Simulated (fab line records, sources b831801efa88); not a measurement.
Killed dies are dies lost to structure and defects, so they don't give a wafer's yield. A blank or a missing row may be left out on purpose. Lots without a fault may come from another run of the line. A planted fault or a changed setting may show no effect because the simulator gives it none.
Which tool did it? | flow sky130 | 12 lots, 36 wafers sampled, at 5 steps of a route of 708

WHAT THE GAUGES READ, wafer by wafer
The record holds no reading of a measuring or inspecting step that can be judged against a usual standard deviation.

WHICH TOOL RAN EACH LOT (tool, then ch and the chambers of the sampled wafers, then the start)
lot  | SKY_METAL3_SPUTTER_03        | SKY_METAL3_METAL_ETCH_18          | SKY_VIA3_SOFTBAKE_08              | SKY_METAL4_SPUTTER_01        | SKY_PAD_OPEN_PROBE_99
L349 | pvd_sputter-04, day 37 02:11 | rie_metal-04 ch 0,1, day 39 06:28 | litho_track-04 ch 0, day 39 20:00 | pvd_sputter-02, day 40 09:35 | prober-01, day 46 07:47
L350 | pvd_sputter-04, day 37 21:14 | rie_metal-04 ch 0,1, day 40 00:22 | litho_track-03 ch 0, day 40 13:00 | pvd_sputter-01, day 41 03:44 | prober-01, day 47 02:04
L352 | pvd_sputter-03, day 38 07:11 | rie_metal-04 ch 0,1, day 40 09:36 | litho_track-04 ch 0, day 40 23:00 | pvd_sputter-04, day 41 13:11 | prober-02, day 47 09:44
L354 | pvd_sputter-04, day 38 13:47 | rie_metal-04 ch 0,1, day 40 16:09 | litho_track-03 ch 0, day 41 05:00 | pvd_sputter-02, day 41 19:17 | prober-02, day 47 12:41
L355 | pvd_sputter-02, day 39 02:37 | rie_metal-04 ch 0,1, day 41 05:00 | litho_track-03 ch 0, day 41 18:00 | pvd_sputter-02, day 42 07:48 | prober-01, day 48 01:14
L359 | pvd_sputter-04, day 40 06:23 | rie_metal-04 ch 0,1, day 42 06:55 | litho_track-03 ch 0, day 42 19:00 | pvd_sputter-02, day 43 09:25 | prober-02, day 49 00:25
L360 | pvd_sputter-03, day 40 15:19 | rie_metal-03 ch 0,1, day 42 16:07 | litho_track-03 ch 0, day 43 05:00 | pvd_sputter-04, day 43 18:20 | prober-01, day 49 05:48
L362 | pvd_sputter-03, day 40 21:59 | rie_metal-03 ch 0,1, day 42 23:02 | litho_track-03 ch 0, day 43 11:00 | pvd_sputter-02, day 44 00:22 | prober-01, day 49 07:41
L365 | pvd_sputter-04, day 42 02:58 | rie_metal-04 ch 0,1, day 44 02:41 | litho_track-04 ch 0, day 44 14:00 | pvd_sputter-02, day 45 03:52 | prober-02, day 50 07:03
L366 | pvd_sputter-04, day 42 08:19 | rie_metal-04 ch 0,1, day 44 07:32 | litho_track-04 ch 0, day 44 19:00 | pvd_sputter-04, day 45 08:42 | prober-01, day 50 09:22
L368 | pvd_sputter-02, day 42 15:08 | rie_metal-03 ch 0,1, day 44 14:01 | litho_track-01 ch 0, day 45 03:00 | pvd_sputter-04, day 45 15:19 | prober-01, day 50 15:30
L369 | pvd_sputter-04, day 42 19:50 | rie_metal-03 ch 0,1, day 44 17:38 | litho_track-01 ch 0, day 45 06:00 | pvd_sputter-04, day 45 18:10 | prober-02, day 50 17:37
- SKY_METAL3_SPUTTER_03: material Ti, target thk 5 nm, time 3.3 s.
- SKY_METAL3_METAL_ETCH_18: etches the open film in Cl2/BCl3, stops on SiO2, target depth 845 nm, time 183.1 s.
- SKY_VIA3_SOFTBAKE_08: time 90 s.
- SKY_METAL4_SPUTTER_01: material TiN, target thk 20 nm, time 16.7 s.
- SKY_PAD_OPEN_PROBE_99

WHAT THE TOOLS THEMSELVES READ (means of the sampled wafers that have a number; where no wafer has one, the mark that the record gives instead)
SKY_METAL3_SPUTTER_03. Usual: throttle_valve_pct 30.2 %, standard deviation 0.56.
lot  | tool           | throttle_valve_pct (%) | flag
L349 | pvd_sputter-04 | 30.6                   |
L350 | pvd_sputter-04 | 29.9                   |
L352 | pvd_sputter-03 | 29.9                   |
L354 | pvd_sputter-04 | 30.0                   |
L355 | pvd_sputter-02 | 30.2                   |
L359 | pvd_sputter-04 | 29.8                   |
L360 | pvd_sputter-03 | 30.1                   |
L362 | pvd_sputter-03 | 29.9                   |
L365 | pvd_sputter-04 | 31.1                   |
L366 | pvd_sputter-04 | 29.8                   |
L368 | pvd_sputter-02 | 30.3                   |
L369 | pvd_sputter-04 | 30.2                   |

SKY_METAL3_METAL_ETCH_18. Usual: bias_w 48.52 W, standard deviation 0.15; drypump_motor_current_A 5.7 A, standard deviation 0.34; mfc_cl2_sccm 60.00 sccm, standard deviation 0.21; oes_product_au 0.865 a.u., standard deviation 0.007; throttle_valve_pct 22.265 %, standard deviation 0.0093.
lot  | tool         | bias_w (W) | drypump_motor_current_A (A) | mfc_cl2_sccm (sccm) | oes_product_au (a.u.) | throttle_valve_pct (%) | flag
L349 | rie_metal-04 | 48.31      | 5.7                         | 59.76               | 0.861                 | 22.269                 |
L350 | rie_metal-04 | 48.46      | 5.7                         | 59.90               | 0.867                 | 22.265                 |
L352 | rie_metal-04 | 48.60      | 5.7                         | 60.16               | 0.857                 | 22.263                 |
L354 | rie_metal-04 | 48.54      | 5.7                         | 60.02               | 0.862                 | 22.267                 |
L355 | rie_metal-04 | 48.60      | 5.7                         | 59.98               | 0.868                 | 22.256                 |
L359 | rie_metal-04 | 48.49      | 5.7                         | 60.13               | 0.867                 | 22.264                 |
L360 | rie_metal-03 | 48.56      | 6.2                         | 60.08               | 0.859                 | 22.261                 |
L362 | rie_metal-03 | 48.61      | 5.9                         | 60.06               | 0.877                 | 22.262                 |
L365 | rie_metal-04 | 48.58      | 5.7                         | 59.90               | 0.868                 | 22.266                 |
L366 | rie_metal-04 | 48.62      | 5.7                         | 59.93               | 0.865                 | 22.268                 |
L368 | rie_metal-03 | 48.54      | 5.9                         | 59.89               | 0.861                 | 22.269                 |
L369 | rie_metal-03 | 48.37      | 5.9                         | 59.93               | 0.864                 | 22.263                 |

SKY_VIA3_SOFTBAKE_08. Usual: heater_power_total_W 57.35 W, standard deviation 0.12; plate_temp_C 99.99 C, standard deviation 0.14; run_length_s 119.12 s, standard deviation 0.27.
lot  | tool           | heater_power_total_W (W) | plate_temp_C (C) | run_length_s (s) | flag
L349 | litho_track-04 | 57.28                    | 100.22           | 119.21           |
L350 | litho_track-03 | 57.43                    | 99.82            | 118.69           |
L352 | litho_track-04 | 57.32                    | 100.11           | 119.33           |
L354 | litho_track-03 | 57.33                    | 100.12           | 118.66           |
L355 | litho_track-03 | 57.31                    | 100.05           | 118.84           |
L359 | litho_track-03 | 58.87                    | 99.85            | 112.51           | OFF
L360 | litho_track-03 | 60.35                    | 100.06           | 106.20           | OFF
L362 | litho_track-03 | 60.44                    | 100.32           | 106.20           | OFF
L365 | litho_track-04 | 57.30                    | 99.86            | 119.22           |
L366 | litho_track-04 | 57.30                    | 99.89            | 119.30           |
L368 | litho_track-01 | 57.36                    | 100.04           | 119.23           |
L369 | litho_track-01 | 57.43                    | 100.12           | 119.24           |

SKY_METAL4_SPUTTER_01. Usual: throttle_valve_pct 30.3 %, standard deviation 0.62.
lot  | tool           | throttle_valve_pct (%) | flag
L349 | pvd_sputter-02 | 30.3                   |
L350 | pvd_sputter-01 | 30.6                   |
L352 | pvd_sputter-04 | 30.2                   |
L354 | pvd_sputter-02 | 30.7                   |
L355 | pvd_sputter-02 | 30.2                   |
L359 | pvd_sputter-02 | 29.9                   |
L360 | pvd_sputter-04 | 30.7                   |
L362 | pvd_sputter-02 | 30.4                   |
L365 | pvd_sputter-02 | 30.6                   |
L366 | pvd_sputter-04 | 31.2                   |
L368 | pvd_sputter-04 | 30.1                   |
L369 | pvd_sputter-04 | 30.8                   |

SKY_PAD_OPEN_PROBE_99. Usual: defect_limited_yield 82.8 %, standard deviation 2.1; killed_at_M0_to_M3 43, standard deviation 7.7; killed_at_M4_up 3.1, standard deviation 1.7; killed_at_contacts 23, standard deviation 4.8; killed_at_front_end 15, standard deviation 4.5; killed_at_other 0.3, standard deviation 0.58; killed_dies 85, standard deviation 10; killed_open 46, standard deviation 7.5; killed_short 38, standard deviation 6.5; sort_bin_3_pad_short 0.8 %, standard deviation 0.38; sort_bin_5_function 10.3 %, standard deviation 1.7; sort_bin_6_memory 6.1 %, standard deviation 1.1; sort_n_pass 407, standard deviation 10; sort_yield_pct 82.8 %, standard deviation 2.1.
lot  | tool      | defect_limited_yield (%) | killed_at_M0_to_M3 | killed_at_M4_up | killed_at_contacts | killed_at_front_end | killed_at_other | killed_dies | killed_open | killed_short | sort_bin_3_pad_short (%) | sort_bin_5_function (%) | sort_bin_6_memory (%) | sort_n_pass | sort_yield_pct (%) | flag
L349 | prober-01 | 84.0                     | 46                 | 1.3             | 21                 | 10                  | 0.0             | 79          | 46          | 33           | 0.6                      | 8.7                     | 6.6                   | 413         | 84.0               |
L350 | prober-01 | 82.7                     | 43                 | 3.0             | 26                 | 13                  | 0.0             | 85          | 48          | 37           | 0.7                      | 10.7                    | 5.9                   | 407         | 82.7               |
L352 | prober-02 | 81.4                     | 48                 | 2.0             | 27                 | 14                  | 0.3             | 92          | 47          | 44           | 0.7                      | 10.9                    | 7.0                   | 400         | 81.4               |
L354 | prober-02 | 82.6                     | 44                 | 3.0             | 24                 | 14                  | 0.3             | 85          | 44          | 40           | 1.1                      | 10.7                    | 5.6                   | 407         | 82.6               |
L355 | prober-01 | 83.4                     | 48                 | 2.7             | 21                 | 10                  | 0.0             | 82          | 43          | 39           | 0.8                      | 9.7                     | 6.1                   | 410         | 83.4               |
L359 | prober-02 | 81.3                     | 49                 | 2.3             | 26                 | 14                  | 0.7             | 92          | 49          | 43           | 1.1                      | 11.3                    | 6.4                   | 400         | 81.3               |
L360 | prober-01 | 84.1                     | 46                 | 2.3             | 19                 | 11                  | 0.3             | 78          | 47          | 31           | 0.5                      | 9.6                     | 5.8                   | 414         | 84.1               |
L362 | prober-01 | 82.4                     | 41                 | 3.7             | 21                 | 20                  | 0.3             | 86          | 48          | 39           | 0.6                      | 9.9                     | 7.0                   | 406         | 82.4               |
L365 | prober-02 | 83.5                     | 41                 | 1.7             | 22                 | 16                  | 0.3             | 81          | 45          | 36           | 0.9                      | 9.7                     | 5.9                   | 411         | 83.5               |
L366 | prober-01 | 82.4                     | 51                 | 2.0             | 23                 | 10                  | 0.0             | 87          | 48          | 39           | 0.9                      | 9.9                     | 6.8                   | 405         | 82.4               |
L368 | prober-01 | 83.7                     | 39                 | 3.7             | 26                 | 11                  | 0.0             | 80          | 47          | 33           | 0.7                      | 10.2                    | 5.4                   | 412         | 83.7               |
L369 | prober-02 | 82.9                     | 40                 | 2.7             | 24                 | 18                  | 0.0             | 84          | 48          | 36           | 0.5                      | 10.4                    | 6.2                   | 408         | 82.9               |

THE ANSWER, worked out from the rows above alone
Rule: a lot is off if the mean of its wafers that have a number lies more than 3 standard deviations from the usual mean. A lot without any number at a reading at which 4 lots or more have one is off too. The other lots that the step has rows for count as sound. The gauges are gone through in route order, then the tools' own readings, and for those a lot's mean is taken as printed above. The first step at which some lot is off is used, and at that step the reading that is off furthest; a lot without a number counts as furthest.
Off: L359, L360, L362, at SKY_VIA3_SOFTBAKE_08 (run_length_s).
A tool fits if, at that step or a process step before it, it ran every lot that is off, and no sound lot after the first of them. One fits: litho_track-03 at SKY_VIA3_SOFTBAKE_08. Its last sound lot is L355 (day 41 18:00), its first lot that is off L359 (day 42 19:00): a fault that began between those two fits.
The tool's own readings at SKY_VIA3_SOFTBAKE_08 bear it out: on the lots that are off they differ by more than 5 times the standard deviation of the sound lots' means. heater_power_total_W reads 59.89 W there against 57.34 W on the sound lots; run_length_s reads 108.30 s there against 119.08 s on the sound lots.

WHAT THE SIMULATOR HAD PUT IN
Process parameter drift: litho_track-03, from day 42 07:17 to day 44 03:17, at SKY_VIA3_SOFTBAKE_08. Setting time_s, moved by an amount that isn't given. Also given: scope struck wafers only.
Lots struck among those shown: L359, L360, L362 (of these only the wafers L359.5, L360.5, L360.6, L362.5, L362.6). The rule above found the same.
